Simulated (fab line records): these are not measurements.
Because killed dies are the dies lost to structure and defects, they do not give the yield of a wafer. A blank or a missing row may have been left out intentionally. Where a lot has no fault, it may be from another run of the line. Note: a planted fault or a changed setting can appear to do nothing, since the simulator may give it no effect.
Code-filled problem report in 8D (eight disciplines) form / flow gf180mcu / the parts of the form that need people (team, actions taken, sign-off) are left out

1. THE PROBLEM
Mean V2_W_RS at GF_V2_RS_MEAS_24: 0.343 ohm/sq over 6 wafers in 2 lots; fault-free wafers: 0.324 ohm/sq, standard deviation 0.0032. Relative to the usual mean, that is a shift of +5.9 standard deviations.
The step: measures by four-point-probe.
First seen on wafer L123.2, day 23 02:50, on film-metro-04. The record holds 33 wafers of 11 lots with a number at this step. Rule for "out" (also "out of limits"): further than 4 standard deviations from the usual mean. Any other wafer with a number is counted as sound.

2. WHAT IT IS, WHAT IT ISN'T
question=which readings at this step | is=V2_W_RS | is not=-
question=which lots | is=L123, L124 | is not=L119, L120, L121, L134, L135, L137, L138, L140, L141
question=which wafers of those lots | is=all that have a number | is not=-
question=read on which gauges | is=film-metro-04 | is not=film-metro-01, film-metro-03
question=when | is=from day 23 02:50 | is not=up to then (9 sound wafers); but 18 sound wafers of L134, L135, L137, L138, L140, L141 came after

3. SUSPECTS, AND WHAT RULES EACH OUT
Counting: any tool at a process step up to the reading is kept as a suspect provided that every lot that is out went through it and no sound lot did after the first of them.
- the gauge at GF_V2_RS_MEAS_24: kept. All the wafers that are out were read on film-metro-04, and no step on other tools shows them out.
- cvd-w-02 at GF_V2_CVD_23 (deposits W, target thk 350 nm, time 104.94 s): ruled out as a lasting fault. Following L123 (day 23 02:42), the first lot on it that is out, the sound lots L134, L135, L137, L140 were run on it.
Left after counting: film-metro-04 at GF_V2_RS_MEAS_24.

4. THE CAUSE (what the simulator had put in)
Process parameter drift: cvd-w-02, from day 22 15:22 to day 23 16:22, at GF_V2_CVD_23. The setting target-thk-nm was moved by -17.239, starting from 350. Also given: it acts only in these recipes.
Counting ruled it out, wrongly: the rule takes a fault to strike every lot that its tool runs from its start on, and this one did not.

5. SEQUENCE OF EFFECTS, ordered by route
Each row: a reading where the mean over the struck wafers with a number is more than 3 standard deviations away from the usual. Only readings whose record carries a usual standard deviation are examined. hours: median over the lots of the time between each lot's start at the first step of this table that gives one and its start at this step. sigmas: the change, counted in usual standard deviations.
hours=0; step=GF_V2_RS_MEAS_24; reading=V2_W_RS; usual=0.324 ohm/sq; on struck wafers=0.343; change=+0.019; sigmas=+5.9
hours=0; step=GF_V2_THK_MEAS_25; reading=V2_W_THK; usual=361 nm; on struck wafers=344; change=-17; sigmas=-3.5

6. HOW IT WOULD HAVE BEEN CAUGHT EARLIER
In this record the first reading out of limits at a measuring or inspecting step was taken at day 23 02:50, 11 hours after the fault began at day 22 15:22.
Of the tool readings at GF_V2_CVD_23 for which the record gives a usual standard deviation, none was out on any struck wafer, so an alarm limit of 4 standard deviations on them would not have fired.
